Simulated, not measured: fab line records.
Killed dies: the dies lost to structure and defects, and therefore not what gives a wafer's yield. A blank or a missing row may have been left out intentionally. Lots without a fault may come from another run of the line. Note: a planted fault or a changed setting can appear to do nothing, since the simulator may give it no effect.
A lot that was struck, set against a sound lot | flow sfq line | 42 out of 325 route steps
Sound: the wafers L465.1, L465.2, L465.3. Struck: wafer L475.6. (L475.2, L475.5 of the same lot were not struck and are left out.) The cause comes at the end.
For every step that has rows: the tool of each side, followed by ch and its chambers, followed by its first start. Under that, the readings that differ: sound wafers | struck wafers | difference of the means | sigmas: that difference in standard deviations of wafers without a fault.
alike: a reading whose means differ by less than 2 such deviations, as well as words and numbers matching on both sides. not compared: withheld readings; readings where some wafer has no value; bounds like >300 that might hide an equal value; numbers whose values overlap and for which the record gives no deviation.
Wherever a step has rows on one side only, a row that says differs or no value, or a row with sigmas, the two part there. When numbers do not overlap yet have no deviation, they are printed without sigmas and do not part them. A reading that every wafer of one side lacks parts them only if that side has two wafers or more.

first, 6 steps without rows for these wafers: SFQ_TRILAYER_I0_VIA_LITHO_COAT_036 (resist thk 62 nm); SFQ_TRILAYER_I0_VIA_LITHO_COAT_031 (resist thk 650 nm); SFQ_TRILAYER_I0_VIA_LITHO_SOFTBAKE_035; SFQ_TRILAYER_I0_VIA_LITHO_EXPOSE_032 (exposes mask I0, target cd 500 nm); SFQ_TRILAYER_I0_VIA_LITHO_PEB_034 (peb time 60 s); SFQ_TRILAYER_I0_VIA_LITHO_DEVELOP_033 (time 60 s).
SFQ_I0_OVL_MEAS_908:
  sound: overlay-01 at day 16 04:04; struck: overlay-01 at day 21 12:50
  reading     | sound | struck | difference | sigmas
  I0_OVL (nm) | 7 2 5 | -6     | -11        | -2
SFQ_TRILAYER_I0_VIA_BARC_OPEN_VIA_ETCH_046: etches BARC in O2, target depth 125 nm, time 41.7 s.
  sound on rie diel-01 ch 0,1,3, day 16 04:06; struck on rie diel-02 ch 3, day 21 12:52
  alike: drypump motor current A, oes product au
  not compared: rf hours counter h
then, 1 step without rows for these wafers: SFQ_TRILAYER_I0_VIA_ETCH_VIA_ETCH_034 (etches SiO2 in CHF3, stops on Nb, target depth 260 nm).
SFQ_TRILAYER_I0_VIA_STRIP_STRIP_035: strips in O2.
  sound on rie metal-02 ch 0,1, day 16 04:16; struck on rie metal-03 ch 0, day 21 13:01
  reading                     | sound       | struck | difference | sigmas
  drypump motor current A (A) | 6.4 6.8 6.4 | 5.4    | -1.1       | -3
  alike: oes product au
  not compared: rf hours counter h
then, 2 steps without rows for these wafers: SFQ_TRILAYER_I0_VIA_STRIP_SOLV_CLEAN_036 (cleans in NMP, time 600 s); SFQ_TRILAYER_M1_DEP_PRE_CLEAN_038 (time 22.5 s).
SFQ_TRILAYER_M1_DEP_SPUTTER_037: material Nb, target thk 200 nm, time 133.3 s.
  sound: pvd sputter-03 at day 16 05:04; struck: pvd sputter-03 at day 21 13:49
  reading                                             | sound           | struck | difference | sigmas
  model.Nb_of_TRILAYER_M1_DEP_SPUTTER_037.thk nm (nm) | 202.7 202 201.7 | 129.9  | -72.2      |
  alike: throttle valve pct
SFQ_M1_RS_MEAS_909: measures by four-point-probe.
  sound: film metro-04 at day 16 05:09; struck: film metro-01 at day 21 13:56
  reading           | sound             | struck | difference | sigmas
  M1_NB_RS (ohm/sq) | 0.880 0.882 0.884 | 1.378  | +0.496     | +61
then, 6 steps without rows for these wafers: SFQ_TRILAYER_M1_LITHO_COAT_044 (resist thk 62 nm); SFQ_TRILAYER_M1_LITHO_COAT_039 (resist thk 600 nm); SFQ_TRILAYER_M1_LITHO_SOFTBAKE_043; SFQ_TRILAYER_M1_LITHO_EXPOSE_040 (exposes mask M1, target cd 500 nm); SFQ_TRILAYER_M1_LITHO_PEB_042 (peb time 60 s); SFQ_TRILAYER_M1_LITHO_DEVELOP_041 (time 60 s).
-- the record jumps here: 5 days lie between the struck wafers' starts before and after --
SFQ_M1_OVL_MEAS_911:
  sound: overlay-01 at day 22 15:13; struck: overlay-01 at day 26 23:53
  alike: M1_OVL
then, 1 step without rows for these wafers: SFQ_TRILAYER_M1_BARC_OPEN_METAL_ETCH_054 (etches BARC in O2, target depth 125 nm, time 41.7 s).
SFQ_TRILAYER_M1_ETCH_METAL_ETCH_042: etches Nb in Cl2/Ar, stops on SiO2, target depth 240 nm, time 120 s.
  sound on rie metal-01 ch 0,1, day 22 15:19; struck on rie metal-04 ch 0, day 26 23:58
  reading               | sound             | struck | difference | sigmas
  oes product au (a.u.) | 0.906 0.895 0.898 | 0.715  | -0.185     | -27
  alike: drypump motor current A
  not compared: rf hours counter h
SFQ_TRILAYER_M1_STRIP_STRIP_043: strips in O2.
  sound on rie metal-01 ch 0,1, day 22 15:26; struck on rie metal-04 ch 0, day 27 00:05
  alike: drypump motor current A, oes product au
  not compared: rf hours counter h
then, 1 step without rows for these wafers: SFQ_TRILAYER_M1_STRIP_SOLV_CLEAN_044 (cleans in NMP, time 600 s).
SFQ_TRILAYER_I1_DEP_PECVD_045: deposits SiO2 from SiH4/N2O, time 111.11 s, target thk 500 nm.
  sound on pecvd-04 ch 0,1,2, day 22 16:13; struck on pecvd-04 ch 2, day 27 00:52
  alike: chamber pressure Torr, heater power w, throttle valve pct
then, 1 step without rows for these wafers: SFQ_TRILAYER_I1_CMP_CMP_046 (polishes SiO2).
SFQ_I1_BOW_MEAS_912:
  sound: film metro-02 at day 22 20:35; struck: film metro-01 at day 27 06:22
  reading     | sound  | struck | difference | sigmas
  I1_BOW (um) | 7 9 14 | -10    | -20        | -3
SFQ_TRILAYER_I1_METRO_MEASURE_047:
  sound: film metro-02 at day 22 20:42; struck: film metro-01 at day 27 06:40
  alike: thk nm
then, 6 steps without rows for these wafers: SFQ_TRILAYER_I1_VIA_LITHO_COAT_054 (resist thk 62 nm); SFQ_TRILAYER_I1_VIA_LITHO_COAT_049 (resist thk 650 nm); SFQ_TRILAYER_I1_VIA_LITHO_SOFTBAKE_053; SFQ_TRILAYER_I1_VIA_LITHO_EXPOSE_050 (exposes mask I1, target cd 500 nm); SFQ_TRILAYER_I1_VIA_LITHO_PEB_052 (peb time 60 s); SFQ_TRILAYER_I1_VIA_LITHO_DEVELOP_051 (time 60 s).
-- the record jumps here: 5 days lie between the struck wafers' starts before and after --
SFQ_I1_OVL_MEAS_913:
  sound: overlay-01 at day 29 09:28; struck: overlay-02 at day 32 18:38
  alike: I1_OVL
then, 5 steps without rows for these wafers: SFQ_TRILAYER_I1_VIA_BARC_OPEN_VIA_ETCH_071 (etches BARC in O2, target depth 125 nm, time 41.7 s); SFQ_TRILAYER_I1_VIA_ETCH_VIA_ETCH_052 (etches SiO2 in CHF3, stops on Nb, target depth 260 nm); SFQ_TRILAYER_I1_VIA_STRIP_STRIP_053 (strips in O2); SFQ_TRILAYER_I1_VIA_STRIP_SOLV_CLEAN_054 (cleans in NMP, time 600 s); SFQ_TRILAYER_M2_DEP_PRE_CLEAN_056 (time 22.5 s).
-- the record jumps here: 58 days lie between the struck wafers' starts before and after --
SFQ_M8_BOW_MEAS_951:
  sound: film metro-04 at day 89 08:52; struck: film metro-02 at day 90 23:29
  reading                 | sound                | struck | difference | sigmas
  M8_BOW (um)             | 15 18 24             | -8     | -27        | -2
  model.etest.m1.ohm um   | 1.755 1.754 1.756    | 2.745  | +0.990     |
  model.etest.i0.link ohm | 1.939 1.947 1.962    | 2.547  | +0.598     |
  model.etest.m1.ohm sq   | 0.8785 0.8815 0.8827 | 1.371  | +0.490     |
  model.etest.i1.link ohm | 1.964 1.973 1.967    | 2.464  | +0.496     |

== WHERE THEY PART ==
Earliest at SFQ_I0_OVL_MEAS_908; latest, in this record, at SFQ_M8_BOW_MEAS_951.

WHY: what had been put in by the simulator
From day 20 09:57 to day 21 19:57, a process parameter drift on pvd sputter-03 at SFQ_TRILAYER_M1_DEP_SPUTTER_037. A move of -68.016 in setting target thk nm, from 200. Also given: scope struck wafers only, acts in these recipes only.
